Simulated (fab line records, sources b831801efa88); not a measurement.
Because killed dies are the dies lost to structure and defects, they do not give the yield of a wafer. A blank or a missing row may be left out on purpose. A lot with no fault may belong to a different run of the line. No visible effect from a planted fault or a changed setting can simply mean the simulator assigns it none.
Matching of chambers ; flow gf180mcu ; GF_SAB_CVD_00 on pecvd-02: 3 sister chambers
The step deposits SiO2 from TEOS, target thk 50 nm, time 4.9302 s. 16 wafers are shown with their chamber, then 8 later ones without.

WAFERS, EACH WITH ITS CHAMBER
wafer;chamber;heater-power-w (W)
L334.1;0;831
L334.5;2;604
L334.6;0;838
L336.2;2;578
L336.3;0;859
L336.4;0;850
L338.2;2;577
L338.4;1;798
L338.6;0;848
L339.2;1;725
L339.3;2;576
L339.4;2;590
L340.2;1;721
L340.3;2;511
L340.4;2;502
L347.2;1;788

SIGNATURES (averages over the wafers above)
reading;chamber 0;chamber 1;chamber 2;scatter within a chamber
heater-power-w;845.20;758.00;562.57;33.8
Rule: a wafer's distance from a chamber is the root of the sum, over the readings, of the square of ((its reading less the chamber's mean) divided by the reading's scatter). The wafer belongs to the nearest chamber; if the next one is less than 2 further off, it can't be placed. The scatter is the square root of a quotient: the sum, over the shown wafers, of each reading's squared deviation from its chamber's mean, divided by wafers minus chambers.

WAFERS WITH NO CHAMBER GIVEN
wafer;heater-power-w (W)
L347.3;526
L347.5;778
L353.2;784
L353.5;517
L353.6;748
L354.1;721
L354.4;732
L354.5;763

THE CHAMBER EACH PASSED THROUGH
wafer;from the rows above;in truth
L347.3;2;2
L347.5;can't be placed: 1 or 0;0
L353.2;can't be placed: 1 or 0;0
L353.5;2;2
L353.6;1;1
L354.1;1;1
L354.4;1;1
L354.5;1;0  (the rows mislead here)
Placed correctly: 5 of 8. These rows do not allow placing 2 (true chamber among the candidates in 2). Wrongly placed: 1.
